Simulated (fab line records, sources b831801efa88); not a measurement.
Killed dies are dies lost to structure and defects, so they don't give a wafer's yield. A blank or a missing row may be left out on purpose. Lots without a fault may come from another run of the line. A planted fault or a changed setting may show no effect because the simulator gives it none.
fab line records | flow gf180mcu
record lots=5 wafers=15 last_day=33
route steps=602 shown MIM@507 M5@526 V5@540
lots that met no fault: from a run of the same line without faults
start_h: hours from the record's first day to the start of the lot's first wafer shown | wait_h: hours since the lot's step before | " the same as in the row above | L1.1+2: a row that stands for several wafers | - no value, or no start given | * or withheld: withheld | < > ~ a bound
route shown NAME@n: a module of which the file shows steps, and the number in the route of the first | usual: mean/standard deviation of fault-free wafers | same: alike in all rows | chamber/n: place in a boat | sites: the reading at each site | _std_site: their standard deviation | _edge_site: outer sites' mean less inner sites' | radius_mm: how far each site lies from the wafer's centre | mask NAME#n: copy n | behind: the tool/chamber that last shaped the wafer | hold: why the lot was held/for how many hours/how that ended | device: the transistor (n, p or np) that didn't switch | end of line: the same wafers' tests at the end of the route | a step without rows: its recipe alone | killed: dies lost to structure and defects at the first sort, not the wafer's yield | map: a wafer's dies, x killed, . not, _ none there
set.NAME: the setting as run; set.NAME@STEP: as run at that earlier step | model.NAME: the simulator's own value behind a step, which no gauge read
lots at some steps of the route; a table a step, a row a wafer
services: from which hour (start_h, from the record's first day; less than 0 if before it) a tool's chamber was out of use, for how many hours, and why
## steps
# step GF_MIM_SPUTTER_04
# recipe material=TiN target_thk_nm=50 power_w=6500 time_s=41.7 chamber_pressure_pa=0.4
# usual cathode_dc_power_W=6499.9/1.4 throttle_valve_pct=30.3/0.88
# columns lot.wafer tool chamber start_h wait_h cathode_dc_power_W throttle_valve_pct
L074.2 pvd_sputter-03 - 555.98 0.0 6501.7 29.9
L074.3 " - " " 6499.1 30.3
L074.4 " - " " 6498.6 29.7
L076.3 pvd_sputter-03 - 585.99 0.0 6497.8 30.2
L076.4 " - " " 6500.9 30.0
L076.6 " - " " 6497.7 28.4
L086.4 pvd_sputter-03 - 660.43 0.0 6499.4 29.6
L086.5 " - " " 6500.5 30.2
L086.6 " - " " 6497.8 29.5
L087.2 pvd_sputter-03 - 663.09 0.0 6501.9 29.5
L087.4 " - " " 6499.1 28.6
L087.5 " - " " 6501.0 30.0
L091.4 pvd_sputter-02 - 695.02 0.0 6499.6 30.6
L091.5 " - " " 6498.2 30.8
L091.6 " - " " 6502.1 30.0
# step GF_MIM_CVD_05
# recipe material=Si3N4 target_thk_nm=42 temp_max_c=400 temp_c=385 time_s=29.086 rf_w=450
# usual heater_power_w=624/82
# columns lot.wafer tool chamber start_h wait_h heater_power_w since_wet_clean_h
L074.2 pecvd-04 2 556.02 0.0 517 798
L074.3 " 0 " " 658 798
L074.4 " 2 " " 522 -
L076.3 pecvd-04 1 586.03 0.0 701 828
L076.4 " 2 " " 470 -
L076.6 " 1 " " 569 -
L086.4 pecvd-03 2 660.49 0.0 709 -
L086.5 " 0 " " 556 -
L086.6 " 1 " " 564 -
L087.2 pecvd-04 1 663.13 0.0 716 58
L087.4 " 0 " " 618 -
L087.5 " 1 " " 689 -
L091.4 pecvd-03 0 695.06 0.0 545 -
L091.5 " 2 " " 704 -
L091.6 " 1 " " 568 -
# step GF_MIM_THK_MEAS_06
# recipe reads=Si3N4_of_MIM_CVD_05
# usual MIM_CVD_05_THK=42.0/0.58
# columns lot.wafer tool chamber start_h wait_h MIM_CVD_05_THK[nm]
L074.2 film_metro-01 - 556.07 0.0 41.3
L074.3 " - " " 41.4
L074.4 " - " " 41.5
L076.3 film_metro-02 - 586.08 0.0 40.4
L076.4 " - " " 42.3
L076.6 " - " " 41.1
L086.4 film_metro-02 - 660.53 0.0 42.6
L086.5 " - " " 41.9
L086.6 " - " " 42.5
L087.2 film_metro-02 - 663.17 0.0 41.5
L087.4 " - " " 42.3
L087.5 " - " " 42.7
L091.4 film_metro-01 - 695.11 0.0 40.6
L091.5 " - " " 41.4
L091.6 " - " " 41.7
# step GF_MIM_SPUTTER_07
# recipe material=TiN target_thk_nm=60 power_w=6500 time_s=50 chamber_pressure_pa=0.4
# usual cathode_dc_power_W=6499.8/1.1 throttle_valve_pct=30.4/0.99
# columns lot.wafer tool chamber start_h wait_h cathode_dc_power_W throttle_valve_pct
L074.2 pvd_sputter-01 - 556.12 0.0 6500.2 31.5
L074.3 " - " " 6498.1 31.3
L074.4 " - " " 6499.1 31.9
L076.3 pvd_sputter-01 - 586.12 0.0 6498.3 31.0
L076.4 " - " " 6502.1 32.0
L076.6 " - " " 6500.2 31.9
L086.4 pvd_sputter-02 - 660.56 0.0 6500.0 30.9
L086.5 " - " " 6498.7 31.4
L086.6 " - " " 6499.8 30.6
L087.2 pvd_sputter-02 - 663.22 0.0 6502.4 31.0
L087.4 " - " " 6498.5 30.1
L087.5 " - " " 6500.2 30.8
L091.4 pvd_sputter-01 - 695.14 0.0 6499.9 31.9
L091.5 " - " " 6499.3 31.2
L091.6 " - " " 6500.2 31.9
# step GF_MIM_SPUTTER_08
# recipe material=AlCu target_thk_nm=200 power_w=10600 time_s=10.6 chamber_pressure_pa=0.4
# usual cathode_dc_power_W=10600/2 throttle_valve_pct=30.4/0.94
# columns lot.wafer tool chamber start_h wait_h cathode_dc_power_W throttle_valve_pct
L074.2 pvd_sputter-01 - 556.16 0.0 10600 31.4
L074.3 " - " " 10600 31.0
L074.4 " - " " 10600 31.5
L076.3 pvd_sputter-01 - 586.16 0.0 10598 31.0
L076.4 " - " " 10600 31.8
L076.6 " - " " 10600 31.9
L086.4 pvd_sputter-02 - 660.61 0.0 10600 30.8
L086.5 " - " " 10596 31.1
L086.6 " - " " 10599 31.2
L087.2 pvd_sputter-02 - 663.26 0.0 10602 30.9
L087.4 " - " " 10600 30.0
L087.5 " - " " 10601 30.9
L091.4 pvd_sputter-01 - 695.18 0.0 10600 31.9
L091.5 " - " " 10600 31.3
L091.6 " - " " 10601 31.9
# step GF_MIM_SPUTTER_09
# recipe material=TiN target_thk_nm=35 power_w=6500 time_s=29.2 chamber_pressure_pa=0.4
# usual cathode_dc_power_W=6499.9/1.1 throttle_valve_pct=30.4/0.95
# columns lot.wafer tool chamber start_h wait_h cathode_dc_power_W throttle_valve_pct
L074.2 pvd_sputter-01 - 556.18 0.0 6500.6 31.4
L074.3 " - " " 6499.6 31.4
L074.4 " - " " 6498.5 31.8
L076.3 pvd_sputter-01 - 586.19 0.0 6499.0 31.3
L076.4 " - " " 6499.8 31.9
L076.6 " - " " 6502.9 31.8
L086.4 pvd_sputter-02 - 660.63 0.0 6499.2 30.9
L086.5 " - " " 6500.1 31.1
L086.6 " - " " 6502.0 31.0
L087.2 pvd_sputter-02 - 663.29 0.0 6499.2 30.7
L087.4 " - " " 6499.7 29.9
L087.5 " - " " 6499.8 30.9
L091.4 pvd_sputter-01 - 695.20 0.0 6500.5 32.0
L091.5 " - " " 6501.2 31.3
L091.6 " - " " 6498.6 32.1
# step GF_MIM_RS_MEAS_10
# recipe thk_meas_gauge=four-point-probe reads=TiN_of_MIM_SPUTTER_09+AlCu_of_MIM_SPUTTER_08+TiN_of_MIM_SPUTTER_07
# usual MIM_ALCU_RS=0.1604/0.0018
# columns lot.wafer tool chamber start_h wait_h MIM_ALCU_RS[ohm/sq]
L074.2 film_metro-01 - 556.28 0.1 0.1584
L074.3 " - " " 0.1575
L074.4 " - " " 0.1591
L076.3 film_metro-04 - 586.26 0.1 0.1611
L076.4 " - " " 0.1627
L076.6 " - " " 0.1630
L086.4 film_metro-01 - 660.72 0.1 0.1587
L086.5 " - " " 0.1585
L086.6 " - " " 0.1596
L087.2 film_metro-01 - 663.34 0.0 0.1586
L087.4 " - " " 0.1580
L087.5 " - " " 0.1589
L091.4 film_metro-01 - 695.30 0.1 0.1551
L091.5 " - " " 0.1554
L091.6 " - " " 0.1563
# step GF_MIM_THK_MEAS_11
# recipe thk_meas_gauge=xrf reads=AlCu_of_MIM_SPUTTER_08
# usual MIM_ALCU_THK=198.1/2.6
# columns lot.wafer tool chamber start_h wait_h MIM_ALCU_THK[nm]
L074.2 film_metro-01 - 556.39 0.1 200.4
L074.3 " - " " 201.9
L074.4 " - " " 200.5
L076.3 film_metro-04 - 586.36 0.1 196.7
L076.4 " - " " 194.4
L076.6 " - " " 194.6
L086.4 film_metro-01 - 660.81 0.1 201.7
L086.5 " - " " 202.0
L086.6 " - " " 199.8
L087.2 film_metro-01 - 663.45 0.1 202.7
L087.4 " - " " 203.1
L087.5 " - " " 202.0
L091.4 film_metro-01 - 695.39 0.1 205.2
L091.5 " - " " 204.7
L091.6 " - " " 202.9
# step GF_MIM_DEHYDRATE_12
# recipe temp_c=200 time_s=60
# columns lot.wafer tool chamber start_h wait_h
L074.2+3+4 litho_track-02 0 566.77 10.4
L076.3+4+6 litho_track-02 0 596.79 10.4
L086.4+5+6 litho_track-04 0 669.97 9.1
L087.2+4+5 litho_track-03 0 672.44 9.0
L091.4+5+6 litho_track-04 0 704.07 8.7
# step GF_MIM_HMDS_13
# recipe prime_time_s=60 prime_temp_c=120
# same prime_time_s=60
# columns lot.wafer tool chamber start_h wait_h
L074.2+3+4 litho_track-02 0 566.92 0.1
L076.3+4+6 litho_track-02 0 596.94 0.1
L086.4+5+6 litho_track-04 0 670.12 0.1
L087.2+4+5 litho_track-03 0 672.59 0.1
L091.4+5+6 litho_track-04 0 704.22 0.1
# step GF_MIM_COAT_14
# recipe resist=NOVOLAK spin_rpm=3000 resist_thk_nm=1000
# columns lot.wafer tool chamber start_h wait_h
L074.2+3+4 litho_track-02 0 567.07 0.1
L076.3+4+6 litho_track-02 0 597.09 0.1
L086.4+5+6 litho_track-04 0 670.27 0.1
L087.2+4+5 litho_track-03 0 672.74 0.1
L091.4+5+6 litho_track-04 0 704.37 0.1
# step GF_MIM_SOFTBAKE_15
# recipe temp_c=90 time_s=60 resist=NOVOLAK
# columns lot.wafer tool chamber start_h wait_h
L074.2+3+4 litho_track-02 0 567.22 0.1
L076.3+4+6 litho_track-02 0 597.24 0.1
L086.4+5+6 litho_track-04 0 670.42 0.1
L087.2+4+5 litho_track-03 0 672.89 0.1
L091.4+5+6 litho_track-04 0 704.52 0.1
# step GF_MIM_EXPOSE_16
# recipe mask_id=FuseTop target_cd_nm=2000 na=0.6 source_shape=conventional sigma_outer=0.6 dose_mj=140
# usual exposure_dose_mJ_cm2=139.98/0.16
# columns lot.wafer tool chamber start_h wait_h mask exposure_dose_mJ_cm2
L074.2 iline_stepper-02 0 - - FuseTop#0 139.94
L074.3 " 0 " " FuseTop#0 139.73
L074.4 " 0 " " FuseTop#0 139.65
L076.3 iline_stepper-01 0 - - FuseTop#0 139.80
L076.4 " 0 " " FuseTop#0 140.02
L076.6 " 0 " " FuseTop#0 139.87
L086.4 iline_stepper-02 0 - - FuseTop#0 139.96
L086.5 " 0 " " FuseTop#0 140.16
L086.6 " 0 " " FuseTop#0 140.07
L087.2 iline_stepper-01 0 - - FuseTop#0 139.63
L087.4 " 0 " " FuseTop#0 140.19
L087.5 " 0 " " FuseTop#0 139.92
L091.4 iline_stepper-02 0 - - FuseTop#0 140.23
L091.5 " 0 " " FuseTop#0 139.78
L091.6 " 0 " " FuseTop#0 139.90
# step GF_MIM_PEB_17
# recipe temp_c=withheld time_s=* resist=NOVOLAK
# columns lot.wafer tool chamber start_h wait_h
L074.2+3+4 litho_track-04 0 - -
L076.3+4+6 litho_track-03 0 - -
L086.4+5+6 litho_track-03 0 - -
L087.2+4+5 litho_track-03 0 - -
L091.4+5+6 litho_track-04 0 - -
# step GF_MIM_DEVELOP_18
# recipe develop_time_s=60 dev_temp_c=23
# usual developer_temp_C=23.02/0.098
# columns lot.wafer tool chamber start_h wait_h developer_temp_C
L074.2 litho_track-04 0 578.17 0.1 23.03
L074.3 " 0 " " 22.97
L074.4 " 0 " " 23.03
L076.3 litho_track-03 0 607.21 0.1 23.00
L076.4 " 0 " " 23.17
L076.6 " 0 " " 23.12
L086.4 litho_track-03 0 680.04 0.1 22.88
L086.5 " 0 " " 22.89
L086.6 " 0 " " 22.91
L087.2 litho_track-03 0 682.79 0.1 22.98
L087.4 " 0 " " 22.92
L087.5 " 0 " " 23.04
L091.4 litho_track-04 0 713.12 0.1 23.02
L091.5 " 0 " " 22.85
L091.6 " 0 " " 22.95
# step GF_MIM_METAL_ETCH_19
# recipe chemistry=Cl2/BCl3 mask_material=NOVOLAK stop_on=Si3N4 target_depth_nm=324.5 pressure_mtorr=8 icp_w=800 bias_w=140 Cl2_flow_sccm=80 bcl3_flow_sccm=40 time_s=54.1
# usual bcl3_flow_sccm=40.03/0.12 drypump_motor_current_A=6.19/0.28 oes_product_au=0.941/0.0058 throttle_valve_pct=28.285/0.01
# columns lot.wafer tool chamber start_h wait_h bcl3_flow_sccm drypump_motor_current_A oes_product_au rf_hours_counter_h throttle_valve_pct
L074.2 rie_metal-04 0 578.29 0.1 40.18 6.17 0.940 4 28.287
L074.3 " 1 " " 40.14 6.61 0.955 - 28.282
L074.4 " 0 " " 39.98 6.15 0.942 - 28.283
L076.3 rie_metal-03 1 607.34 0.1 40.21 6.15 0.938 - 28.288
L076.4 " 0 " " 40.13 5.84 0.940 - 28.284
L076.6 " 0 " " 39.92 5.85 0.940 - 28.281
L086.4 rie_metal-03 0 680.13 0.1 40.01 5.86 0.948 - 28.264
L086.5 " 1 " " 39.75 6.19 0.945 - 28.286
L086.6 " 0 " " 40.01 5.85 0.942 - 28.288
L087.2 rie_metal-03 1 682.91 0.1 40.05 6.17 0.942 14 28.287
L087.4 " 0 " " 39.99 5.83 0.944 - 28.279
L087.5 " 0 " " 39.89 5.83 0.945 - 28.278
L091.4 rie_metal-04 1 713.21 0.1 40.08 6.59 0.947 - 28.262
L091.5 " 0 " " 39.97 6.18 0.956 - 28.272
L091.6 " 1 " " 40.01 6.63 0.954 - 28.261
# step GF_MIM_STRIP_20
# recipe chemistry=O2/N2 power_w=1400 pressure_mtorr=1500 platen_temp_c=250 o2_flow_sccm=3000 n2_flow_sccm=300 overash_fraction=0.5
# usual drypump_motor_current_A=5.7/0.5 heater_power_w=330/39 oes_product_au=0.692/0.0049 strip_time_to_endpoint_s=11.23/0.039
# columns lot.wafer tool chamber start_h wait_h drypump_motor_current_A heater_power_w oes_product_au rf_hours_counter_h strip_time_to_endpoint_s
L074.2 plasma_asher-04 0 578.36 0.0 4.9 382 0.691 15 11.24
L074.3 " 1 " " 5.4 331 0.694 - 11.20
L074.4 " 0 " " 4.9 392 0.698 - 11.25
L076.3 plasma_asher-03 0 607.42 0.1 6.1 362 0.689 - 11.12
L076.4 " 1 " " 6.1 299 0.688 - 11.16
L076.6 " 0 " " 6.1 367 0.679 - 11.21
L086.4 plasma_asher-03 1 680.21 0.1 6.1 300 0.698 - 11.27
L086.5 " 1 " " 6.1 292 0.693 - 11.27
L086.6 " 0 " " 6.1 362 0.690 - 11.30
L087.2 plasma_asher-03 1 682.98 0.0 6.2 298 0.681 86 11.17
L087.4 " 0 " " 6.1 363 0.688 - 11.23
L087.5 " 0 " " 6.1 365 0.685 - 11.23
L091.4 plasma_asher-03 1 713.29 0.1 6.1 295 0.696 - 11.27
L091.5 " 0 " " 6.1 380 0.696 - 11.30
L091.6 " 1 " " 6.1 293 0.694 - 11.27
# step GF_MIM_STRIP_21
# recipe chemistry=post_etch_residue_remover time_s=1200 temp_c=72.5
# columns lot.wafer tool chamber start_h wait_h
L074.2+3+4 wet_bench-04 2 578.46 0.1
L076.3+4+6 wet_bench-02 1 607.48 0.0
L086.4+5+6 wet_bench-04 1 680.28 0.0
L087.2+4+5 wet_bench-02 0 683.08 0.1
L091.4+5+6 wet_bench-04 0 713.36 0.0
# step GF_MIM_CLEAN_22
# recipe chemistry=DIW dry=n2_spin
# columns lot.wafer tool chamber start_h wait_h
L074.2+3+4 wet_bench-04 0 578.80 0.0
L076.3+4+6 wet_bench-02 0 607.82 0.0
L086.4+5+6 wet_bench-02 3 680.65 0.0
L087.2+4+5 wet_bench-01 0 683.42 0.0
L091.4+5+6 wet_bench-01 0 713.70 0.0
# step GF_M5_DEHYDRATE_00
# recipe temp_c=200 time_s=60
# columns lot.wafer tool chamber start_h wait_h
L074.2+3+4 litho_track-04 0 588.87 10.0
L076.3+4+6 litho_track-03 0 617.61 9.7
L086.4+5+6 litho_track-03 0 689.29 8.5
L087.2+4+5 litho_track-04 0 692.27 8.8
L091.4+5+6 litho_track-01 0 722.52 8.7
# step GF_M5_HMDS_01
# recipe prime_time_s=60 prime_temp_c=120
# same prime_time_s=60
# columns lot.wafer tool chamber start_h wait_h
L074.2+3+4 litho_track-04 0 589.02 0.1
L076.3+4+6 litho_track-03 0 617.76 0.1
L086.4+5+6 litho_track-03 0 689.44 0.1
L087.2+4+5 litho_track-04 0 692.42 0.1
L091.4+5+6 litho_track-01 0 722.67 0.1
# step GF_M5_COAT_02
# recipe resist=KrF spin_rpm=withheld resist_thk_nm=1000
# columns lot.wafer tool chamber start_h wait_h
L074.2+3+4 litho_track-04 0 589.17 0.1
L076.3+4+6 litho_track-03 0 617.91 0.1
L086.4+5+6 litho_track-03 0 689.59 0.1
L087.2+4+5 litho_track-04 0 692.57 0.1
L091.4+5+6 litho_track-01 0 722.82 0.1
# step GF_M5_SOFTBAKE_03
# recipe temp_c=130 time_s=60 resist=KrF
# columns lot.wafer tool chamber start_h wait_h
L074.2+3+4 litho_track-04 0 589.32 0.1
L076.3+4+6 litho_track-03 0 618.06 0.1
L086.4+5+6 litho_track-03 0 689.74 0.1
L087.2+4+5 litho_track-04 0 692.72 0.1
L091.4+5+6 litho_track-01 0 722.97 0.1
# step GF_M5_EXPOSE_04
# recipe mask_id=Metal5 target_cd_nm=280 na=0.68 source_shape=conventional sigma_outer=0.6 dose_mj=28
# usual exposure_dose_mJ_cm2=28.11/0.2
# columns lot.wafer tool chamber start_h wait_h mask exposure_dose_mJ_cm2
L074.2 krf_scanner-01 0 - - Metal5#0 27.90
L074.3 " 0 " " Metal5#0 27.91
L074.4 " 0 " " Metal5#0 27.92
L076.3 krf_scanner-01 0 - - Metal5#0 27.96
L076.4 " 0 " " Metal5#0 27.93
L076.6 " 0 " " Metal5#0 27.95
L086.4 krf_scanner-02 0 - - Metal5#0 28.34
L086.5 " 0 " " Metal5#0 28.34
L086.6 " 0 " " Metal5#0 28.30
L087.2 krf_scanner-01 0 - - Metal5#0 27.90
L087.4 " 0 " " Metal5#0 27.88
L087.5 " 0 " " Metal5#0 27.91
L091.4 krf_scanner-02 0 - - Metal5#0 28.32
L091.5 " 0 " " Metal5#0 28.32
L091.6 " 0 " " Metal5#0 28.26
# step GF_M5_PEB_05
# recipe peb_temp_c=135 peb_time_s=90 resist=KrF
# columns lot.wafer tool chamber start_h wait_h
L074.2+3+4 litho_track-03 0 - -
L076.3+4+6 litho_track-04 0 - -
L086.4+5+6 litho_track-04 0 - -
L087.2+4+5 litho_track-04 0 - -
L091.4+5+6 litho_track-03 0 - -
# step GF_M5_DEVELOP_06
# recipe develop_time_s=60 dev_temp_c=21
# usual developer_temp_C=21.01/0.1
# columns lot.wafer tool chamber start_h wait_h developer_temp_C
L074.2 litho_track-03 0 599.69 0.2 21.12
L074.3 " 0 " " 21.26
L074.4 " 0 " " 21.14
L076.3 litho_track-04 0 629.04 0.1 20.96
L076.4 " 0 " " 20.89
L076.6 " 0 " " 20.94
L086.4 litho_track-04 0 698.92 0.1 20.90
L086.5 " 0 " " 20.99
L086.6 " 0 " " 20.94
L087.2 litho_track-04 0 701.77 0.2 21.02
L087.4 " 0 " " 20.93
L087.5 " 0 " " 20.96
L091.4 litho_track-03 0 731.39 0.1 20.86
L091.5 " 0 " " 20.86
L091.6 " 0 " " 21.09
# step GF_M5_CD_MEAS_07
# recipe target_cd_nm=280
# usual cd_nm=279.8/1.2
# columns lot.wafer tool chamber start_h wait_h cd_nm
L074.2 cd_sem-01 - 599.83 0.1 281.4
L074.3 " - " " 280.7
L074.4 " - " " 281.7
L076.3 cd_sem-02 - 629.18 0.1 279.8
L076.4 " - " " 280.2
L076.6 " - " " 279.6
L086.4 cd_sem-01 - 699.05 0.1 278.5
L086.5 " - " " 277.6
L086.6 " - " " 278.3
L087.2 cd_sem-02 - 701.91 0.1 279.3
L087.4 " - " " 278.7
L087.5 " - " " 280.2
L091.4 cd_sem-01 - 731.52 0.1 280.1
L091.5 " - " " 279.1
L091.6 " - " " 278.5
# step GF_M5_OVL_MEAS_08
# usual M5_OVL=-6/4.3
# columns lot.wafer tool chamber start_h wait_h M5_OVL[nm]
L074.2 overlay-02 - 599.94 0.1 1
L074.3 " - " " -5
L074.4 " - " " 0
L076.3 overlay-02 - 629.27 0.1 -9
L076.4 " - " " -3
L076.6 " - " " -9
L086.4 overlay-02 - 699.13 0.1 -7
L086.5 " - " " -11
L086.6 " - " " -12
L087.2 overlay-02 - 702.02 0.1 -10
L087.4 " - " " -7
L087.5 " - " " -7
L091.4 overlay-02 - 731.60 0.1 -8
L091.5 " - " " 0
L091.6 " - " " -5
# step GF_M5_ETCH_09
# recipe chemistry=CF4/O2 target=Si3N4 target_depth_nm=52 source_w=800 bias_w=150 pressure_mtorr=150 cf4_flow_sccm=80 O2_flow_sccm=10 time_s=11.6
# usual drypump_motor_current_A=6.0/0.36 oes_product_au=0.998/0.0098 throttle_valve_pct=5.969/0.01
# columns lot.wafer tool chamber start_h wait_h drypump_motor_current_A oes_product_au rf_hours_counter_h throttle_valve_pct
L074.2 rie_diel-04 3 599.97 0.0 6.3 1.004 11 5.974
L074.3 " 2 " " 6.5 0.992 17 5.959
L074.4 " 1 " " 5.6 0.997 36 5.955
L076.3 rie_diel-03 1 629.30 0.0 5.6 1.013 6 5.994
L076.4 " 2 " " 5.8 1.006 3 5.964
L076.6 " 0 " " 6.2 0.991 - 5.978
L086.4 rie_diel-04 1 699.15 0.0 5.6 1.000 40 5.968
L086.5 " 3 " " 6.3 1.005 - 5.971
L086.6 " 2 " " 6.6 0.993 - 5.958
L087.2 rie_diel-02 2 702.05 0.0 5.7 0.995 16 5.974
L087.4 " 1 " " 6.1 1.001 47 5.965
L087.5 " 2 " " 5.8 1.000 - 5.953
L091.4 rie_diel-04 3 731.62 0.0 6.3 1.005 15 5.971
L091.5 " 2 " " 6.5 1.000 - 5.977
L091.6 " 3 " " 6.3 1.000 - 5.978
# step GF_M5_METAL_ETCH_10
# recipe chemistry=Cl2/BCl3 mask_material=KrF target_depth_nm=750.8 stop_on=SiO2 pressure_mtorr=8 icp_w=800 bias_w=140 Cl2_flow_sccm=80 bcl3_flow_sccm=40 time_s=125.1
# usual bcl3_flow_sccm=39.99/0.11 drypump_motor_current_A=5.6/0.55 oes_product_au=0.989/0.0062 throttle_valve_pct=28.232/0.011
# columns lot.wafer tool chamber start_h wait_h bcl3_flow_sccm drypump_motor_current_A oes_product_au rf_hours_counter_h throttle_valve_pct
L074.2 rie_metal-01 1 599.99 0.0 39.93 5.4 0.992 10 28.229
L074.3 " 0 " " 39.99 5.0 0.987 - 28.236
L074.4 " 1 " " 40.04 5.3 0.987 - 28.212
L076.3 rie_metal-01 0 629.36 0.1 39.84 5.0 0.999 - 28.227
L076.4 " 1 " " 40.13 5.4 0.996 - 28.214
L076.6 " 0 " " 40.13 5.0 1.000 - 28.248
L086.4 rie_metal-01 1 699.30 0.1 40.16 5.3 0.993 - 28.234
L086.5 " 1 " " 40.00 5.3 0.998 - 28.228
L086.6 " 1 " " 40.01 5.4 0.984 - 28.232
L087.2 rie_metal-01 1 702.11 0.1 40.20 5.3 0.988 - 28.245
L087.4 " 1 " " 39.94 5.3 0.991 - 28.221
L087.5 " 1 " " 40.07 5.3 0.993 - 28.227
L091.4 rie_metal-01 0 731.68 0.1 39.94 5.0 0.985 - 28.251
L091.5 " 1 " " 40.05 5.3 0.978 - 28.238
L091.6 " 0 " " 39.94 5.0 0.969 - 28.249
# step GF_M5_STRIP_11
# recipe chemistry=O2/N2 power_w=1400 pressure_mtorr=1500 platen_temp_c=250 o2_flow_sccm=3000 n2_flow_sccm=300 overash_fraction=0.5
# usual drypump_motor_current_A=5.7/0.47 heater_power_w=337/30 oes_product_au=0.524/0.005 strip_time_to_endpoint_s=7.07/0.048
# columns lot.wafer tool chamber start_h wait_h drypump_motor_current_A heater_power_w oes_product_au rf_hours_counter_h strip_time_to_endpoint_s
L074.2 plasma_asher-03 0 600.12 0.1 6.1 366 0.533 77 7.07
L074.3 " 0 " " 6.1 368 0.514 - 6.99
L074.4 " 1 " " 6.1 305 0.518 - 7.08
L076.3 plasma_asher-01 0 629.48 0.1 5.5 327 0.525 - 7.02
L076.4 " 1 " " 6.2 315 0.523 - 7.05
L076.6 " 1 " " 6.2 312 0.510 - 7.01
L086.4 plasma_asher-01 1 699.46 0.1 6.2 309 0.524 - 7.05
L086.5 " 1 " " 6.2 310 0.522 - 6.99
L086.6 " 0 " " 5.5 314 0.519 - 7.03
L087.2 plasma_asher-03 0 702.33 0.2 6.1 368 0.524 88 7.13
L087.4 " 1 " " 6.1 301 0.532 - 7.07
L087.5 " 1 " " 6.2 300 0.525 - 7.08
L091.4 plasma_asher-03 1 731.80 0.1 6.1 298 0.531 - 7.17
L091.5 " 0 " " 6.1 365 0.524 - 7.13
L091.6 " 1 " " 6.1 294 0.533 - 7.19
# step GF_M5_STRIP_12
# recipe chemistry=post_etch_residue_remover time_s=1200 temp_c=72.5
# columns lot.wafer tool chamber start_h wait_h
L074.2+3+4 wet_bench-03 0 600.22 0.1
L076.3+4+6 wet_bench-01 2 629.55 0.0
L086.4+5+6 wet_bench-03 0 699.53 0.0
L087.2+4+5 wet_bench-03 0 702.43 0.1
L091.4+5+6 wet_bench-01 1 731.87 0.0
# step GF_M5_CLEAN_13
# recipe chemistry=DIW dry=n2_spin
# columns lot.wafer tool chamber start_h wait_h
L074.2+3+4 wet_bench-04 0 600.56 0.0
L076.3+4+6 wet_bench-03 1 629.89 0.0
L086.4+5+6 wet_bench-04 3 700.21 0.0
L087.2+4+5 wet_bench-04 1 703.11 0.0
L091.4+5+6 wet_bench-04 3 732.21 0.0
# step GF_V5_CVD_00
# recipe material=SiO2 target_thk_nm=300 sigma_open_frac=0.3 temp_c=400 time_s=50 sih4_flow_sccm=60 pressure_mtorr=6
# usual pressure_mtorr=6.000/0.012
# columns lot.wafer tool chamber start_h wait_h pressure_mtorr
L074.2 hdpcvd-02 1 600.65 0.0 5.981
L074.3 " 2 " " 6.017
L074.4 " 2 " " 6.007
L076.3 hdpcvd-01 1 629.99 0.0 6.001
L076.4 " 1 " " 6.002
L076.6 " 2 " " 6.009
L086.4 hdpcvd-01 0 700.33 0.0 6.000
L086.5 " 1 " " 5.991
L086.6 " 2 " " 5.996
L087.2 hdpcvd-02 1 703.20 0.0 6.013
L087.4 " 0 " " 5.993
L087.5 " 2 " " 6.002
L091.4 hdpcvd-02 1 732.32 0.0 5.981
L091.5 " 2 " " 6.003
L091.6 " 0 " " 6.011
# step GF_V5_THK_MEAS_01
# recipe reads=SiO2_of_V5_CVD_00
# usual V5_CVD_00_THK=301.4/2.8
# columns lot.wafer tool chamber start_h wait_h V5_CVD_00_THK[nm]
L074.2 film_metro-04 - 600.71 0.0 298.6
L074.3 " - " " 301.3
L074.4 " - " " 304.6
L076.3 film_metro-04 - 630.06 0.0 306.3
L076.4 " - " " 303.5
L076.6 " - " " 302.1
L086.4 film_metro-03 - 700.38 0.0 300.1
L086.5 " - " " 301.6
L086.6 " - " " 300.4
L087.2 film_metro-04 - 703.26 0.0 297.2
L087.4 " - " " 301.2
L087.5 " - " " 301.7
L091.4 film_metro-03 - 732.38 0.0 301.8
L091.5 " - " " 301.7
L091.6 " - " " 300.3
# step GF_V5_CVD_02
# recipe material=SiO2 target_thk_nm=1450 precursor=TEOS temp_c=400 time_s=163.28 rf_w=600
# usual heater_power_w=658/110
# columns lot.wafer tool chamber start_h wait_h heater_power_w since_wet_clean_h
L074.2 pecvd-01 2 600.76 0.0 863 218
L074.3 " 0 " " 778 218
L074.4 " 0 " " 623 -
L076.3 pecvd-01 0 630.10 0.0 729 247
L076.4 " 2 " " 873 -
L076.6 " 0 " " 792 -
L086.4 pecvd-01 0 700.46 0.1 731 -
L086.5 " 2 " " 843 -
L086.6 " 1 " " 539 -
L087.2 pecvd-01 0 703.31 0.0 675 320
L087.4 " 0 " " 770 -
L087.5 " 2 " " 869 -
L091.4 pecvd-01 0 732.46 0.1 795 -
L091.5 " 1 " " 687 -
L091.6 " 2 " " 720 -
# step GF_V5_THK_MEAS_03
# recipe reads=SiO2_of_V5_CVD_02
# usual V5_CVD_02_THK=1456/20
# columns lot.wafer tool chamber start_h wait_h V5_CVD_02_THK[nm]
L074.2 film_metro-03 - 600.88 0.1 1432
L074.3 " - " " 1455
L074.4 " - " " 1478
L076.3 film_metro-04 - 630.22 0.1 1449
L076.4 " - " " 1457
L076.6 " - " " 1457
L086.4 film_metro-01 - 700.54 0.0 1496
L086.5 " - " " 1458
L086.6 " - " " 1474
L087.2 film_metro-04 - 703.42 0.1 1465
L087.4 " - " " 1485
L087.5 " - " " 1454
L091.4 film_metro-01 - 732.54 0.0 1517
L091.5 " - " " 1471
L091.6 " - " " 1472
## services
# columns tool chamber start_h hours kind
rie_diel-04 2 532.73 9.7 repair
pecvd-04 - 533.21 1.2 repair
pecvd-04 - 535.52 1.1 repair
rie_diel-04 2 547.41 4.2 repair
pecvd-04 - 552.65 2.8 pm
krf_scanner-01 - 555.79 0.8 pm
krf_scanner-01 - 565.26 1.3 pm
pecvd-01 - 566.51 0.6 repair
krf_scanner-01 - 575.53 4.4 pm
wet_bench-03 - 589.46 4.4 pm
pecvd-04 - 591.12 14.0 pm
iline_stepper-02 - 594.17 28.9 pm
pvd_sputter-03 - 598.66 4.5 repair
krf_scanner-01 - 601.06 1.0 pm
pecvd-04 0 616.61 3.4 repair
rie_diel-04 0 620.75 5.5 repair
pecvd-01 - 627.10 2.8 pm
rie_metal-01 1 636.08 8.5 repair
pvd_sputter-02 - 639.51 5.5 repair
pvd_sputter-01 - 650.43 9.1 repair
wet_bench-02 - 657.39 1.9 repair
pvd_sputter-01 - 676.46 5.7 repair
pvd_sputter-02 - 709.63 1.0 repair
pvd_sputter-01 - 731.88 1.9 repair
## key
fault none
